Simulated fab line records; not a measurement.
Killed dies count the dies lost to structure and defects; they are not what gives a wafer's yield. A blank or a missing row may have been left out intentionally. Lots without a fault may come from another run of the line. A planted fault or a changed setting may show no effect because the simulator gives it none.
Which tool was responsible?    flow gf180mcu    at 1 step of a route of 602, 12 lots with 36 wafers sampled

## WHAT THE GAUGES READ, wafer by wafer
GF_STI_THK_MEAS_02.
lot   measured     on             STI_OXIDATION_THK (nm)
L075  day 1 17:38  film_metro-02  10.19 10.07 10.10
L077  day 2 02:57  film_metro-02  10.15 10.00 10.23
L079  day 2 12:38  film_metro-03  9.94 9.76 9.75
L081  day 2 22:40  film_metro-02  9.98 10.05 9.85
L083  day 3 09:59  film_metro-03  10.32 10.06 10.23
L085  day 3 18:31  film_metro-04  9.90 10.09 9.89
L087  day 4 06:49  film_metro-04  9.79 9.57 9.74
L089  day 4 17:31  film_metro-03  10.08 10.07 10.31
L091  day 5 00:56  film_metro-02  9.98 9.96 9.89
L093  day 5 10:31  film_metro-03  10.02 9.98 10.03
L095  day 5 21:25  film_metro-02  9.78 9.69 9.71
L097  day 6 08:34  film_metro-03  9.55 9.57 9.93

## EACH LOT AND THE TOOL THAT RAN IT (in order: tool; ch and the chambers of the sampled wafers; start)
Record: no process step prior to these readings.

## THE ANSWER, worked out from the rows above alone
Rule: usual is defined by the lots themselves. Put in order of their means at a reading, lots are off if they are a third of the lots or fewer, leave a main group of 4 or more, and stand apart from it by a gap of 3 or more times the standard deviation of the main group's means; of several such gaps the widest counts. The tables above print the reading to a certain number of digits; a main group whose means all agree to those digits is not used. A lot without any number at a reading at which 4 lots or more have one is off too. The other lots that the step has rows for count as sound.
No lot is off at any reading shown: from this, nothing can be told.

## WHAT THE SIMULATOR PUT IN
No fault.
